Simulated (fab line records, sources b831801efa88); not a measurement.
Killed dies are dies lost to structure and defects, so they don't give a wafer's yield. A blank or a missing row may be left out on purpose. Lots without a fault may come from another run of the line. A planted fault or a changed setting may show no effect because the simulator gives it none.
Chamber matching | flow sky130 | SKY_VIA2_CMP_24 on cmp-01: 4 sister chambers
The step polishes, stops on SiO2, t overpolish 20 s, target thk 0 nm. 14 wafers are shown with their chamber, then 7 later ones without.

WAFERS WITH THEIR CHAMBER
wafer  | chamber | motor_current_A (A) | time_to_endpoint_s (s) | head_pressure_psi (psi)
L862.1 | 2       | 13.3                | 98                     | 3.493
L862.2 | 3       | 9.9                 | 98                     | 3.506
L862.6 | 2       | 12.2                | 97                     | 3.485
L864.1 | 2       | 11.7                | 94                     | 3.502
L864.4 | 1       | 11.5                | 98                     | 3.500
L864.5 | 2       | 12.4                | 98                     | 3.498
L865.1 | 0       | 10.1                | 109                    | 3.499
L865.2 | 1       | 10.8                | 105                    | 3.505
L865.3 | 3       | 9.9                 | 106                    | 3.489
L869.2 | 2       | 12.0                | 107                    | 3.501
L869.3 | 1       | 11.3                | 112                    | 3.502
L869.5 | 0       | 9.3                 | 109                    | 3.503
L882.1 | 3       | 10.5                | 99                     | 3.510
L882.2 | 0       | 9.9                 | 98                     | 3.496

SIGNATURES (means of the wafers above)
reading            | chamber 0 | chamber 1 | chamber 2 | chamber 3 | scatter within a chamber
motor_current_A    | 9.767     | 11.200    | 12.320    | 10.100    | 0.481
time_to_endpoint_s | 105.33    | 105.00    | 98.80     | 101.00    | 5.58
head_pressure_psi  | 3.49933   | 3.50233   | 3.49580   | 3.50167   | 0.00693
Rule: a wafer's distance from a chamber is the root of the sum, over the readings, of the square of ((its reading less the chamber's mean) divided by the reading's scatter). The wafer belongs to the nearest chamber; if the next one is less than 2 further off, it can't be placed. The scatter: the root of (the sum of the squares of (reading less its chamber's mean) over the shown wafers, divided by (wafers less chambers)).

WAFERS WITHOUT THEIR CHAMBER
wafer  | motor_current_A (A) | time_to_endpoint_s (s) | head_pressure_psi (psi)
L882.3 | 11.2                | 106                    | 3.498
L884.2 | 10.0                | 95                     | 3.503
L884.3 | 11.9                | 96                     | 3.512
L884.6 | 9.9                 | 99                     | 3.500
L883.3 | 11.5                | 102                    | 3.507
L883.5 | 10.0                | 97                     | 3.499
L883.6 | 11.7                | 97                     | 3.488

WHICH CHAMBER EACH WENT THROUGH
wafer  | from the rows above          | in truth
L882.3 | can't be placed: 1 or 3      | 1
L884.2 | can't be placed: 3 or 0 or 1 | 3
L884.3 | can't be placed: 2 or 1 or 3 | 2
L884.6 | can't be placed: 3 or 0      | 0
L883.3 | can't be placed: 1 or 2 or 3 | 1
L883.5 | can't be placed: 3 or 0      | 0
L883.6 | can't be placed: 2 or 1      | 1
Placed correctly: 0 of 7. Can't be placed from these rows: 7 (the true chamber is among the candidates in 7). Placed wrongly: 0.
